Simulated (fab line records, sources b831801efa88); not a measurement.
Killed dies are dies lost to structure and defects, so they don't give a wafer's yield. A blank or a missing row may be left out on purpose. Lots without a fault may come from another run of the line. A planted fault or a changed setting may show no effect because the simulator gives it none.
Problem report in the 8D (eight disciplines) form, filled by code | flow gf180mcu | the parts of the form that need people (team, actions taken, sign-off) are left out

1. THE PROBLEM
SAB_CVD_00_THK at GF_SAB_THK_MEAS_01 reads a mean of 88.8 nm on 1 wafer of 1 lot; wafers without a fault read 50.1 nm with a standard deviation of 0.55. That is +70 standard deviations from the usual mean.
First seen on wafer L530.5, day 16 16:29, on film_metro-01. The record holds 39 wafers of 13 lots with a number at this step. Rule for "out", or "out of limits": more than 4 standard deviations from the usual mean. The other wafers with a number count as sound.

2. WHAT IT IS AND WHAT IT IS NOT
question                    | is                | is not
which readings at this step | SAB_CVD_00_THK    | -
which lots                  | L530              | L523, L524, L525, L538, L539, L540, L541, L542, L543, L544, L545, L546
which wafers of those lots  | L530.5            | L530.2, L530.6
read on which gauges        | film_metro-01     | film_metro-02, film_metro-03
when                        | from day 16 16:29 | up to then (11 sound wafers); but 27 sound wafers of L538, L539, L540, L541, L542, L543, L544, L545, L546 came after

3. SUSPECTS, AND WHAT RULES EACH OUT
Counting: a tool at a process step up to the reading stays a suspect if it ran every lot that is out. Sound lots after the first of them don't rule it out here, since some wafers of a struck lot are sound.
- the gauge at GF_SAB_THK_MEAS_01: kept. All the wafers that are out were read on film_metro-01, and no step on other tools shows them out.
- plasma_asher-04 at GF_VT_IMPLANT_STRIP_09 (strips in O2/N2): kept. It ran the lot that is out, L530 (day 7 10:36); its last sound lot up to then is L525 (day 6 03:54).
- pecvd-04 at GF_SAB_CVD_00 (deposits SiO2 from TEOS, target thk 50 nm, time 4.9302 s): kept. It ran the lot that is out, L530 (day 16 16:28); its last sound lot up to then is L525 (day 14 19:29).
- Within pecvd-04 at GF_SAB_CVD_00: the wafers that are out ran in chamber 1; their sound lot-mates ran in chamber 2.
Left after counting: plasma_asher-04 at GF_VT_IMPLANT_STRIP_09, pecvd-04 at GF_SAB_CVD_00, film_metro-01 at GF_SAB_THK_MEAS_01.

4. THE CAUSE (what the simulator had put in)
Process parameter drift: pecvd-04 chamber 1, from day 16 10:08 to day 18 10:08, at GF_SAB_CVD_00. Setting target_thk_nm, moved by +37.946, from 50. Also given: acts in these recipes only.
Counting left 3 suspects, and this tool is among them.

5. THE CHAIN OF EFFECTS, in route order
Each row: a reading whose mean over the struck wafers that have a number lies more than 3 standard deviations from the usual. Only readings for which the record gives a usual standard deviation are gone through. hours: the time from each lot's start at the first step in this table that gives one to its start at this step, as a median over the lots. sigmas: the change in usual standard deviations.
hours | step               | reading        | usual   | on struck wafers | change | sigmas
0     | GF_SAB_THK_MEAS_01 | SAB_CVD_00_THK | 50.1 nm | 88.8             | +38.7  | +70

6. WHAT WOULD HAVE CAUGHT IT SOONER
In this record the first reading out of limits at a measuring or inspecting step was taken at day 16 16:29, 6 hours after the fault began at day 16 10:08.
Of the tool readings at GF_SAB_CVD_00 for which the record gives a usual standard deviation, none was out on any struck wafer, so an alarm limit of 4 standard deviations on them would not have fired.
All the lots that are out (1) had begun GF_SAB_CVD_00 on pecvd-04 by day 16 16:29. A hold on the tool at that time would have spared none of them.
